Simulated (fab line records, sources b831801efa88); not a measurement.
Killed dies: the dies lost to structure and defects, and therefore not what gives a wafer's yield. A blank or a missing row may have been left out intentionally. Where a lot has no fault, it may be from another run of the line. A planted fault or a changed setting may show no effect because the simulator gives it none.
Which tool was responsible? -- flow sky130 -- Sampling: 12 lots, 36 wafers, 5 of 708 route steps

## WHAT THE GAUGES READ, wafer by wafer
SKY_SONOS_ONO_THK_MEAS_05.
lot,measured,on,SONOS_ONO_CVD_04_THK (nm)
L929,day 12 07:50,filmMetro-04,5.81 5.84 5.79
L930,day 12 07:50,filmMetro-02,5.82 5.80 5.84
L931,day 13 00:16,filmMetro-02,5.76 5.81 5.86
L932,day 13 00:16,filmMetro-04,5.77 5.85 5.91
L933,day 13 06:20,filmMetro-01,5.68 5.71 5.64
L936,day 13 19:28,filmMetro-04,5.67 5.71 5.81
L935,day 14 01:40,filmMetro-02,5.65 5.57 5.69
L938,day 14 21:41,filmMetro-04,5.74 5.76 5.65
L940,day 15 12:57,filmMetro-02,5.63 5.69 5.78
L941,day 15 19:31,filmMetro-02,5.86 5.98 5.93
L943,day 16 06:14,filmMetro-01,5.88 5.89 5.86
L951,day 19 01:48,filmMetro-04,5.89 5.87 5.98

SKY_LDD_N_OVL_MEAS_07.
lot,measured,on,LDD_N_OVL (nm)
L929,day 18 10:05,overlay-01,-1.1 0.4 0.4
L930,day 18 12:24,overlay-02,1.1 0.2 -2.6
L931,day 19 09:57,overlay-01,-1.5 0.0 -3.1
L932,day 19 08:15,overlay-01,-0.6 -0.1 -1.6
L933,day 19 20:11,overlay-01,-75.8 -72.7 -73.9
L936,day 20 08:33,overlay-02,-74.3 -75.3 -76.1
L935,day 20 13:21,overlay-01,-75.7 -75.6 -75.6
L938,day 21 12:53,overlay-01,-75.6 -75.6 -74.7
L940,day 22 02:24,overlay-01,-0.3 -1.1 -3.8
L941,day 22 07:57,overlay-01,0.4 1.1 -1.6
L943,day 22 23:41,overlay-02,-3.0 -2.5 -2.9
L951,day 25 20:12,overlay-01,1.1 0.0 0.5

SKY_LDD_P_OVL_MEAS_08.
lot,measured,on,LDD_P_OVL (nm)
L929,day 19 17:37,overlay-02,-1.5 -1.9 -2.2
L930,day 19 20:26,overlay-02,-5.2 -3.0 -3.4
L931,day 20 18:19,overlay-01,-2.8 -1.7 -2.1
L932,day 20 16:01,overlay-01,-0.4 -0.1 0.5
L933,day 21 04:02,overlay-02,-3.9 -1.9 -4.2
L936,day 21 16:41,overlay-02,-1.7 -3.8 -1.9
L935,day 21 21:34,overlay-01,-2.4 -3.6 -3.8
L938,day 22 19:25,overlay-02,-1.1 -0.1 -1.6
L940,day 23 09:53,overlay-01,0.7 -1.2 0.7
L941,day 23 15:22,overlay-01,-3.4 0.6 -0.8
L943,day 24 07:49,overlay-02,0.5 0.9 -0.2
L951,day 27 02:46,overlay-02,-2.8 -1.7 -3.4

## WHAT TOOL EACH LOT RAN ON (gives the tool, then ch and the chambers of the sampled wafers, and finally the start)
lot,SKY_POLY_GATE_ETCH_15,SKY_LDD_N_EXPOSE_04
L929,"rieDiel-04 ch 0,1,3, day 17 02:19","ilineStepper-02 ch 0, day 17 19:02"
L930,"rieDiel-02 ch 0,1,3, day 17 04:57","ilineStepper-02 ch 0, day 17 21:58"
L931,"rieDiel-04 ch 1,3, day 18 01:32","ilineStepper-01 ch 0, day 18 19:13"
L932,"rieDiel-02 ch 0,3, day 17 23:35","ilineStepper-01 ch 0, day 18 17:10"
L933,"rieDiel-02 ch 0,1,3, day 18 11:24","ilineStepper-01 ch 0, day 19 05:03"
L936,"rieDiel-04 ch 1,2,3, day 18 23:18","ilineStepper-01 ch 0, day 19 17:02"
L935,"rieDiel-01 ch 0,2, day 19 04:10","ilineStepper-01 ch 0, day 19 22:28"
L938,"rieDiel-02 ch 0,2,3, day 20 03:28","ilineStepper-01 ch 0, day 20 21:15"
L940,"rieDiel-04 ch 0,1, day 20 18:06","ilineStepper-02 ch 0, day 21 11:44"
L941,"rieDiel-02 ch 0,1,2, day 21 00:13","ilineStepper-02 ch 0, day 21 17:06"
L943,"rieDiel-02 ch 0,1,3, day 21 15:36","ilineStepper-02 ch 0, day 22 08:40"
L951,"rieDiel-04 ch 1, day 24 12:45","ilineStepper-02 ch 0, day 25 05:44"
- SKY_POLY_GATE_ETCH_15: etches BARC in N2/H2, stops on SiO2, time 118.5 s, target depth 110 nm.
- SKY_LDD_N_EXPOSE_04: exposes mask NTM, target cd 840 nm.

## WHAT THE TOOLS THEMSELVES READ (means of the sampled wafers that have a number; where no wafer has one, the mark that the record gives instead)
SKY_POLY_GATE_ETCH_15.
lot,tool,drypumpMotorCurrentA (A),oesProductAu (a.u.),throttleValvePct (%)
L929,rieDiel-04,5.7,0.714,13.216
L930,rieDiel-02,5.5,0.715,13.210
L931,rieDiel-04,5.7,0.714,13.219
L932,rieDiel-02,5.3,0.714,13.212
L933,rieDiel-02,5.5,0.721,13.220
L936,rieDiel-04,5.8,0.714,13.204
L935,rieDiel-01,6.5,0.711,13.218
L938,rieDiel-02,5.5,0.715,13.215
L940,rieDiel-04,5.6,0.708,13.213
L941,rieDiel-02,5.4,0.713,13.210
L943,rieDiel-02,5.5,0.720,13.220
L951,rieDiel-04,5.2,0.716,13.205

SKY_LDD_N_EXPOSE_04.
lot,tool,exposureDoseMJCm2
L929,ilineStepper-02,110.00
L930,ilineStepper-02,109.88
L931,ilineStepper-01,110.06
L932,ilineStepper-01,109.98
L933,ilineStepper-01,110.09
L936,ilineStepper-01,110.07
L935,ilineStepper-01,110.07
L938,ilineStepper-01,109.85
L940,ilineStepper-02,109.88
L941,ilineStepper-02,109.98
L943,ilineStepper-02,109.90
L951,ilineStepper-02,109.92

## THE ANSWER, worked out from the rows above alone
Rule: the lots themselves supply what counts as usual. The widest of any qualifying gaps counts: lots, ordered by their means at a reading, are off when they make up no more than a third of the lots, leave a main group of 4 or more, and stand apart from it by 3 or more times the standard deviation of that group's means. If all means in a main group match to the digits the tables above print for the reading, that group is not used. Also off: a lot with no number at a reading for which 4 or more lots have one. The other lots that the step has rows for count as sound. Order of review: gauges by route order, followed by the tools' own readings, for which a lot's mean as printed above is used. At the first step where some lot is off, the reading lying furthest off is the one used; lots without a number count as furthest.
Off: at SKY_LDD_N_OVL_MEAS_07 (LDD_N_OVL), L933, L936, L935, L938. Main group: mean -0.9 nm, sd 1.
If a tool, at a process step before that reading, ran all the lots that are off and no sound lot after the first of them, it fits. Gauges at SKY_LDD_N_OVL_MEAS_07: tried the same way as those tools. One fits: SKY_LDD_N_EXPOSE_04 on ilineStepper-01. A fault onset in the window from L931 (day 18 19:13, its last sound lot) to L933 (day 19 05:03, its first lot off) fits.

## WHAT WAS PUT IN BY THE SIMULATOR
Scanner matching overlay: ilineStepper-01, from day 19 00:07 on, at SKY_LDD_N_EXPOSE_04. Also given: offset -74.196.
Shown lots that were struck: L933, L936, L935, L938. The rule given above showed the same thing.
